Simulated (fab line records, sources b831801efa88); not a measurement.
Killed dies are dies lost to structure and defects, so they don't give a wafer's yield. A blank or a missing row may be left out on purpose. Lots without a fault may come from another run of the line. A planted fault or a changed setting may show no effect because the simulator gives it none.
fab line records | flow sky130
record lots=12 wafers=36 last_day=50
route steps=708 shown LDD_P@264 LDD_HVP@287 RES_XHIGH@341 LI_CONTACT@377
lots that met no fault: from a run of the same line without faults
start_h: hours from the record's first day to the start of the lot's first wafer shown | wait_h: hours since the lot's step before | " the same as in the row above | L1.1+2: a row that stands for several wafers | - no value, or no start given | * or withheld: withheld | < > ~ a bound
route shown NAME@n: a module of which the file shows steps, and the number in the route of the first | usual: mean/standard deviation of fault-free wafers | same: alike in all rows | chamber/n: place in a boat | sites: the reading at each site | _std_site: their standard deviation | _edge_site: outer sites' mean less inner sites' | radius_mm: how far each site lies from the wafer's centre | mask NAME#n: copy n | behind: the tool/chamber that last shaped the wafer | hold: why the lot was held/for how many hours/how that ended | device: the transistor (n, p or np) that didn't switch | end of line: the same wafers' tests at the end of the route | a step without rows: its recipe alone | killed: dies lost to structure and defects at the first sort, not the wafer's yield | map: a wafer's dies, x killed, . not, _ none there
set.NAME: the setting as run; set.NAME@STEP: as run at that earlier step | model.NAME: the simulator's own value behind a step, which no gauge read
steps of the route over a sample of lots; a table a step, a row a wafer
services: from which hour (start_h, from the record's first day; less than 0 if before it) a tool's chamber was out of use, for how many hours, and why
## steps
# step SKY_LDD_P_IMPLANT_09
# recipe species=BF2 energy_kev=25 dose_cm2=1e+13 tilt_deg=withheld
# usual beam_on_s=10.02/0.2 dose_ions_cm2=1.0001e+13/1.2e+10 faraday_current_uA=56.3/1.1
# same implant_ion_amu=49
# columns lot.wafer tool chamber start_h wait_h beam_on_s dose_ions_cm2 faraday_current_uA
L337.1 implanter-02 0 444.65 0.0 10.15 1.0005e+13 55.6
L337.5 " 0 " " 10.24 9.983e+12 55.3
L337.6 " 0 " " 9.82 1.0004e+13 57.4
L338.2 implanter-01 0 458.69 0.0 10.25 1.0005e+13 54.8
L338.5 " 0 " " 9.87 9.98e+12 56.9
L338.6 " 0 " " 10.20 1e+13 55.3
L342.1 implanter-01 0 497.82 0.0 10.14 1.0004e+13 55.6
L342.2 " 0 " " 10.36 1.0011e+13 54.4
L342.6 " 0 " " 10.30 1.0002e+13 55.0
L347.1 implanter-02 0 542.90 0.0 9.95 1.803e+12 10.2
L347.2 " 0 " " 10.02 1.787e+12 10.1
L347.4 " 0 " " 9.88 1.816e+12 10.3
L348.3 implanter-02 0 553.50 0.1 9.88 1.804e+12 10.2
L348.4 " 0 " " 10.06 1.814e+12 10.1
L348.6 " 0 " " 10.06 1.796e+12 10.0
L352.2 implanter-04 0 584.92 0.0 9.98 9.978e+12 56.3
L352.3 " 0 " " 9.80 1.0002e+13 57.6
L352.4 " 0 " " 10.07 1.001e+13 56.1
L353.1 implanter-04 0 586.60 0.0 9.91 1.0007e+13 57.1
L353.3 " 0 " " 10.14 1.0003e+13 55.6
L353.4 " 0 " " 9.77 9.992e+12 57.6
L355.2 implanter-04 0 610.07 0.0 9.96 9.996e+12 56.5
L355.4 " 0 " " 9.42 1.0014e+13 60.0
L355.6 " 0 " " 9.97 1.0012e+13 56.7
L354.4 implanter-02 0 614.44 0.1 9.90 9.994e+12 57.1
L354.5 " 0 " " 10.22 9.999e+12 55.3
L354.6 " 0 " " 10.07 1.0003e+13 55.9
L356.3 implanter-02 0 615.75 0.1 10.13 9.985e+12 55.5
L356.4 " 0 " " 9.98 1.0021e+13 56.3
L356.5 " 0 " " 9.85 9.985e+12 57.6
L357.4 implanter-02 0 622.79 0.1 10.33 1.0013e+13 54.4
L357.5 " 0 " " 10.07 9.994e+12 56.4
L357.6 " 0 " " 9.84 9.995e+12 57.2
L358.3 implanter-02 0 627.90 0.1 9.82 9.984e+12 57.4
L358.4 " 0 " " 10.13 9.975e+12 55.7
L358.5 " 0 " " 9.90 9.989e+12 56.6
# step SKY_LDD_P_TW_MEAS_11
# usual LDD_P_TW=629/5.1
# columns lot.wafer tool chamber start_h wait_h LDD_P_TW
L337.1 film_metro-01 - 444.90 0.1 637
L337.5 " - " " 639
L337.6 " - " " 635
L338.2 film_metro-04 - 458.93 0.1 635
L338.5 " - " " 634
L338.6 " - " " 630
L342.1 film_metro-02 - 498.07 0.1 621
L342.2 " - " " 622
L342.6 " - " " 625
L347.1 film_metro-02 - 543.15 0.1 368
L347.2 " - " " 368
L347.4 " - " " 371
L348.3 film_metro-01 - 553.72 0.1 376
L348.4 " - " " 376
L348.6 " - " " 375
L352.2 film_metro-01 - 585.16 0.1 631
L352.3 " - " " 628
L352.4 " - " " 632
L353.1 film_metro-01 - 586.85 0.1 629
L353.3 " - " " 630
L353.4 " - " " 632
L355.2 film_metro-01 - 610.31 0.1 632
L355.4 " - " " 632
L355.6 " - " " 634
L354.4 film_metro-04 - 614.65 0.1 629
L354.5 " - " " 629
L354.6 " - " " 633
L356.3 film_metro-01 - 615.97 0.1 632
L356.4 " - " " 632
L356.5 " - " " 630
L357.4 film_metro-02 - 623.00 0.1 623
L357.5 " - " " 622
L357.6 " - " " 622
L358.3 film_metro-04 - 628.12 0.1 633
L358.4 " - " " 634
L358.5 " - " " 632
# step SKY_LDD_HVP_STRIP_09
# recipe chemistry=O2/N2 power_w=1400 pressure_mtorr=1500 platen_temp_c=withheld o2_flow_sccm=3000 n2_flow_sccm=300 overash_fraction=0.5
# usual drypump_motor_current_A=5.6/0.36 o2_flow_sccm=3000/8.4 oes_product_au=0.408/0.0046 strip_time_to_endpoint_s=4.140/0.015
# columns lot.wafer tool chamber start_h wait_h drypump_motor_current_A o2_flow_sccm oes_product_au rf_hours_counter_h strip_time_to_endpoint_s
L337.1 plasma_asher-01 0 506.91 0.1 5.8 3006 0.419 67 4.122
L337.5 " 0 " " 5.8 2997 0.409 - 4.140
L337.6 " 1 " " 5.1 3017 0.410 - 4.156
L338.2 plasma_asher-02 0 519.60 0.1 5.5 3002 0.405 39 4.122
L338.5 " 1 " " 6.2 2987 0.405 - 4.125
L338.6 " 0 " " 5.5 3005 0.409 - 4.152
L342.1 plasma_asher-02 1 558.58 0.1 6.1 2995 0.405 43 4.143
L342.2 " 0 " " 5.5 2992 0.409 43 4.154
L342.6 " 0 " " 5.5 2996 0.411 - 4.147
L347.1 plasma_asher-02 0 602.36 0.1 5.5 2993 0.411 48 4.136
L347.2 " 1 " " 6.1 3007 0.409 48 4.148
L347.4 " 0 " " 5.5 3000 0.404 - 4.152
L348.3 plasma_asher-01 1 612.64 0.1 5.2 2994 0.412 - 4.171
L348.4 " 0 " " 5.8 2996 0.406 - 4.156
L348.6 " 1 " " 5.2 3005 0.408 - 4.142
L352.2 plasma_asher-02 1 643.60 0.1 6.2 3001 0.405 52 4.140
L352.3 " 1 " " 6.2 3006 0.402 - 4.129
L352.4 " 0 " " 5.5 3008 0.420 - 4.152
L353.1 plasma_asher-02 1 645.26 0.1 6.2 3001 0.416 52 4.164
L353.3 " 1 " " 6.1 3003 0.403 - 4.134
L353.4 " 0 " " 5.5 2989 0.404 - 4.157
L355.2 plasma_asher-01 1 667.78 0.1 5.2 2978 0.407 83 4.137
L355.4 " 1 " " 5.2 2981 0.410 - 4.143
L355.6 " 0 " " 5.8 3001 0.411 - 4.145
L354.4 plasma_asher-02 0 671.66 0.1 5.5 3006 0.409 - 4.135
L354.5 " 1 " " 6.2 2993 0.408 - 4.138
L354.6 " 0 " " 5.5 2997 0.412 - 4.142
L356.3 plasma_asher-01 1 673.21 0.1 5.2 3013 0.412 - 4.143
L356.4 " 0 " " 5.8 3007 0.413 - 4.132
L356.5 " 0 " " 5.8 2998 0.406 - 4.135
L357.4 plasma_asher-02 0 680.01 0.1 5.5 3005 0.399 - 4.106
L357.5 " 1 " " 6.2 3017 0.404 - 4.131
L357.6 " 0 " " 5.5 3009 0.405 - 4.106
L358.3 plasma_asher-01 0 685.29 0.1 5.8 3005 0.404 - 4.127
L358.4 " 1 " " 5.1 3006 0.414 - 4.117
L358.5 " 0 " " 5.8 2983 0.410 - 4.107
# step SKY_RES_XHIGH_TW_MEAS_09
# usual RES_XHIGH_TW=1627/25
# columns lot.wafer tool chamber start_h wait_h RES_XHIGH_TW
L337.1 film_metro-01 - 628.19 0.1 1629
L337.5 " - " " 1640
L337.6 " - " " 1632
L338.2 film_metro-03 - 638.23 0.1 1665
L338.5 " - " " 1664
L338.6 " - " " 1652
L342.1 film_metro-03 - 677.72 0.1 1654
L342.2 " - " " 1662
L342.6 " - " " 1654
L347.1 film_metro-02 - 718.99 0.1 1600
L347.2 " - " " 1601
L347.4 " - " " 1602
L348.3 film_metro-02 - 727.63 0.1 1606
L348.4 " - " " 1623
L348.6 " - " " 1603
L352.2 film_metro-03 - 756.67 0.1 1676
L352.3 " - " " 1669
L352.4 " - " " 1663
L353.1 film_metro-01 - 760.34 0.1 1654
L353.3 " - " " 1651
L353.4 " - " " 1656
L355.2 film_metro-02 - 780.25 0.1 1592
L355.4 " - " " 1590
L355.6 " - " " 1589
L354.4 film_metro-02 - 783.97 0.1 1592
L354.5 " - " " 1597
L354.6 " - " " 1597
L356.3 film_metro-01 - 784.83 0.1 1649
L356.4 " - " " 1644
L356.5 " - " " 1642
L357.4 film_metro-01 - 790.55 0.1 1656
L357.5 " - " " 1646
L357.6 " - " " 1650
L358.3 film_metro-02 - 796.38 0.1 1605
L358.4 " - " " 1606
L358.5 " - " " 1595
# step SKY_LI_CONTACT_ETCH_15
# recipe target=PSG chemistry=C4F8/O2/Ar stop_on=Si taper_deg=4.15 mask_material=KrF-thick source_w=1500 bias_w=1200 pressure_mtorr=40 c4f8_flow_sccm=withheld O2_flow_sccm=6 Ar_flow_sccm=300 time_s=withheld target_depth_a=6000
# usual oes_product_au=0.837/0.0046
# columns lot.wafer tool chamber start_h wait_h oes_product_au
L337.1 rie_diel-02 2 686.71 0.0 0.832
L337.5 " 3 " " 0.840
L337.6 " 0 " " 0.839
L338.2 rie_diel-01 3 695.64 0.0 0.836
L338.5 " 2 " " 0.836
L338.6 " 1 " " 0.836
L342.1 rie_diel-02 2 734.49 0.0 0.843
L342.2 " 0 " " 0.840
L342.6 " 2 " " 0.833
L347.1 rie_diel-02 2 775.61 0.0 0.845
L347.2 " 1 " " 0.833
L347.4 " 3 " " 0.837
L348.3 rie_diel-02 0 783.19 0.0 0.832
L348.4 " 3 " " 0.835
L348.6 " 1 " " 0.840
L352.2 rie_diel-02 3 812.03 0.0 0.841
L352.3 " 0 " " 0.831
L352.4 " 1 " " 0.838
L353.1 rie_diel-01 2 814.34 0.0 0.836
L353.3 " 0 " " 0.840
L353.4 " 3 " " 0.841
L355.2 rie_diel-04 0 834.06 0.0 0.837
L355.4 " 0 " " 0.836
L355.6 " 2 " " 0.841
L354.4 rie_diel-01 2 837.73 0.0 0.837
L354.5 " 3 " " 0.836
L354.6 " 0 " " 0.835
L356.3 rie_diel-02 0 838.56 0.0 0.838
L356.4 " 2 " " 0.840
L356.5 " 1 " " 0.840
L357.4 rie_diel-04 0 845.44 0.0 0.838
L357.5 " 3 " " 0.836
L357.6 " 2 " " 0.847
L358.3 rie_diel-04 0 850.66 0.0 0.836
L358.4 " 3 " " 0.829
L358.5 " 0 " " 0.836
## services
# columns tool chamber start_h hours kind
implanter-02 - 447.24 3.4 pm
implanter-04 - 497.27 3.5 pm
implanter-04 - 509.53 2.1 repair
rie_diel-01 - 511.03 0.1 repair
implanter-02 - 514.50 1.7 repair
plasma_asher-01 - 526.97 2.2 repair
rie_diel-01 3 532.75 6.2 repair
rie_diel-01 - 535.89 2.0 repair
implanter-04 - 536.06 15.6 repair
rie_diel-02 2 540.59 12.1 repair
plasma_asher-02 - 574.84 2.2 repair
implanter-02 - 580.38 5.3 repair
rie_diel-02 0 612.58 9.5 repair
rie_diel-02 2 615.30 5.8 repair
rie_diel-02 - 617.42 0.8 repair
plasma_asher-01 - 708.94 3.8 repair
implanter-02 - 713.45 1.0 repair
rie_diel-02 3 728.93 2.9 repair
rie_diel-02 1 730.34 4.9 repair
implanter-02 - 762.09 0.5 repair
rie_diel-02 - 762.95 2.8 pm
rie_diel-02 0 769.83 4.2 repair
implanter-02 - 795.64 2.9 repair
plasma_asher-02 - 837.41 15.6 pm
## key
first_sign step=SKY_LDD_P_IMPLANT_09 reading=dose_ions_cm2 direction=down sigmas=99+ usual=* struck=*
effect step=SKY_LDD_P_IMPLANT_09 reading=faraday_current_uA direction=down sigmas=43 usual=56.3 struck=10.2
effect step=SKY_LDD_P_TW_MEAS_11 reading=LDD_P_TW direction=down sigmas=50 usual=629 struck=372
met_at SKY_LDD_P_IMPLANT_09
struck_lots L347,L348
tester_left_out L347,L348
not_acting_at SKY_LDD_HVP_STRIP_09,SKY_RES_XHIGH_TW_MEAS_09,SKY_LI_CONTACT_ETCH_15
onset_between 444.65 542.90
fault kind=process_parameter_drift tool=implanter-02 chamber=- onset_h=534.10 steps=SKY_LDD_P_IMPLANT_09 channel=dose_cm2 offset=* shape=step end_h=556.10 acts_in=* stated=*
# tester_left_out: of these lots the tester's yield and bins aren't shown, on N5 and GAA mostly nor the transistor test; their killed dies are dies lost to structure and defects alone, not to doping, threshold or leakage, so they don't give the yield
